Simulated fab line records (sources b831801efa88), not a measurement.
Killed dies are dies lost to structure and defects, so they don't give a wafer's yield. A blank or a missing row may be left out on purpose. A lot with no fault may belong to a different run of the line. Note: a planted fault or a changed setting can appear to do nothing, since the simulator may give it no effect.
The tool behind it: which one? ; flow gf180mcu ; at 1 step of a route of 602, 13 lots with 39 wafers sampled

WHAT EACH GAUGE READ, for each wafer
GF_MVSD_OVL_MEAS_07. Usual: MVSD_OVL gives -0.2 nm (standard deviation 1.2).
lot;measured;on;MVSD_OVL (nm);flag
L103;day 4 20:21;overlay-02;-1.3 -2.0 -0.9;
L104;day 5 03:05;overlay-02;-0.7 -0.1 -1.0;
L105;day 5 08:11;overlay-02;0.2 0.7 -0.7;
L107;day 5 21:16;overlay-01;0.8 0.6 0.7;
L108;day 6 01:53;overlay-01;-1.7 -2.0 0.1;
L110;day 6 13:25;overlay-01;1.7 0.2 1.3;
L111;day 6 18:38;overlay-01;2.6 2.6 1.8;
L113;day 7 06:43;overlay-02;1.2 -0.1 0.4;
L116;day 8 01:16;overlay-02;-0.7 1.7 0.0;
L117;day 8 07:05;overlay-01;-0.7 0.8 0.1;
L118;day 8 11:55;overlay-01;-0.8 -1.1 -1.3;
L123;day 9 16:49;overlay-02;0.6 -0.1 0.1;
L124;day 10 00:32;overlay-02;-1.6 -0.7 -2.2;

EACH LOT AND THE TOOL THAT RAN IT (in order: tool; ch and the chambers of the sampled wafers; start)
Before these readings, the record contains no process step.

AS READ BY THE TOOLS THEMSELVES (means over the sampled wafers that have a number; for cases with no such wafer, the mark the record gives instead)
The record holds no such reading with a usual standard deviation.

THE ANSWER, worked out from the rows above alone
Rule: a lot counts as off when the mean over its wafers that have a number is more than 3 standard deviations away from the usual mean. Also off: a lot with no number at a reading for which 4 or more lots have one. All remaining lots with rows at the step are treated as sound. First the gauges in route order, then the tools' own readings, where a lot's mean is used as printed above. At the first step where some lot is off, the reading lying furthest off is the one used; lots without a number count as furthest.
No lot is off at any reading shown: from this, nothing can be told.

WHAT HAD BEEN PUT IN BY THE SIMULATOR
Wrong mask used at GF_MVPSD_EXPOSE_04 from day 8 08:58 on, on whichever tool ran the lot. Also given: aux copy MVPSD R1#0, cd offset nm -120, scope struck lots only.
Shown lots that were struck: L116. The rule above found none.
